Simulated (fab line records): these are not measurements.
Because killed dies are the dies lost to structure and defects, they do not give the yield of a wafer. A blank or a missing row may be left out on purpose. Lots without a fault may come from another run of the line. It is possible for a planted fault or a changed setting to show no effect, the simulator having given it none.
Chamber matching -- flow gf180mcu -- rieDiel-03 running GF_V4_ETCH_16: 4 sister chambers
The step etches BARC in N2/H2. 4 wafers are shown with their chamber, then 7 later ones without.

## EACH WAFER AND ITS CHAMBER
wafer,chamber,drypumpMotorCurrentA (A)
L084.5,0,5.5
L088.3,1,6.0
L088.6,2,5.8
L092.4,3,5.7

## WAFERS WITHOUT THEIR CHAMBER
wafer,drypumpMotorCurrentA (A)
L092.5,5.5
L094.1,5.7
L094.3,6.0
L094.4,5.8
L097.1,5.6
L097.2,6.0
L097.6,5.8

## EACH ONE'S CHAMBER
wafer,from the rows above,in truth
L092.5,0,0
L094.1,3,3
L094.3,1,1
L094.4,2,2
L097.1,can't be placed: 0 or 3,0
L097.2,1,1
L097.6,2,2
Correctly placed: 6 of 7. Cannot be placed on the basis of these rows: 1; the candidates contain the true chamber in 1. Placed wrongly: 0.
How it was worked out, from the rows above alone: a wafer's distance from a chamber is the root of the sum, over the readings, of the square of ((its reading less the chamber's mean) divided by the reading's scatter). If the next closest chamber is less than 2 further off than the closest, the wafer can't be placed; otherwise it belongs to the closest. For every chamber, the mean is computed from those of its wafers that are shown. The scatter (one wafer shown for each chamber): square how far every hidden wafer sits from the nearest shown wafer, average those squares and take the square root.
